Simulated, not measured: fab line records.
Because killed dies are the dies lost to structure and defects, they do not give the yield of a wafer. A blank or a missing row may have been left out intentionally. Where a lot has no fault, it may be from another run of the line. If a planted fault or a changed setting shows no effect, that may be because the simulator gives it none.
A single fault, viewed from 2 desks -- flow gf180mcu -- each desk holds nothing but its own numbers, with what lay behind them at the end

FROM THE METROLOGY DESK
What the gauges read, lot by lot, whatever tool the lot ran on: means of the sampled wafers that have a number. Any lot whose mean is over 4 standard deviations away from the usual mean is out of limits and marked OUT; that distance is given in the brackets.
Columns: A = MVPSD_RS at GF_VT_IMPLANT_RS_MEAS_49, usual 1168 ohm/sq
lot,first seen here,A
L906,day 7 23:01,1169
L912,day 9 22:05,1182 (+4.5) OUT
L914,day 10 08:40,1182 (+4.5) OUT
L915,day 10 15:31,1183 (+4.8) OUT
L925,day 13 14:26,1169
This desk's finding: out of limits on L912, L914, L915; first on L912, day 9 22:05 (MVPSD_RS at GF_VT_IMPLANT_RS_MEAS_49). In limits: L906, L925.

DESK OF THE TOOL OWNER: implanter-02
The tool's own readings at GF_MVPSD_IMPLANT_08, given as means over the sampled wafers that have a number, one for each lot that went through this tool. Any lot whose mean is over 4 standard deviations away from the usual mean is out of limits and marked OUT; that distance is given in the brackets.
Columns: A = beam-energy-keV at GF_MVPSD_IMPLANT_08, usual 170.00; B = dose-ions-cm2 at GF_MVPSD_IMPLANT_08, usual 1.5003e+13
lot,first seen here,A,B
L906,day 5 11:23,169.98,1.5010e+13
L912,day 7 02:41,156.74 (-99 or more) OUT,1.5000e+13
L914,day 7 12:01,156.74 (-99 or more) OUT,1.5013e+13
L915,day 7 17:29,156.84 (-99 or more) OUT,1.4998e+13
Finding of this desk: L912, L914, L915 out of limits; the first was L912 at day 7 02:41, on beam-energy-keV at GF_MVPSD_IMPLANT_08. In limits: L906.

PUT TOGETHER
An alarm could have come from the tool owner's desk at day 7 02:41, on L912, L914, L915.
L912, L914, L915 would have let the metrology desk raise an alarm at day 9 22:05.
On implanter-02, each named lot ran GF_MVPSD_IMPLANT_08.

WHAT THE SIMULATOR HAD PUT IN
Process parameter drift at GF_MVPSD_IMPLANT_08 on implanter-02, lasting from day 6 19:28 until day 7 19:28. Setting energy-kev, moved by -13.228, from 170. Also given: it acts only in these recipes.
Shown lots that were struck: L912, L914, L915.
Fault start to first reading out of limits, in hours, per desk: tool owner, 7; metrology, 75.
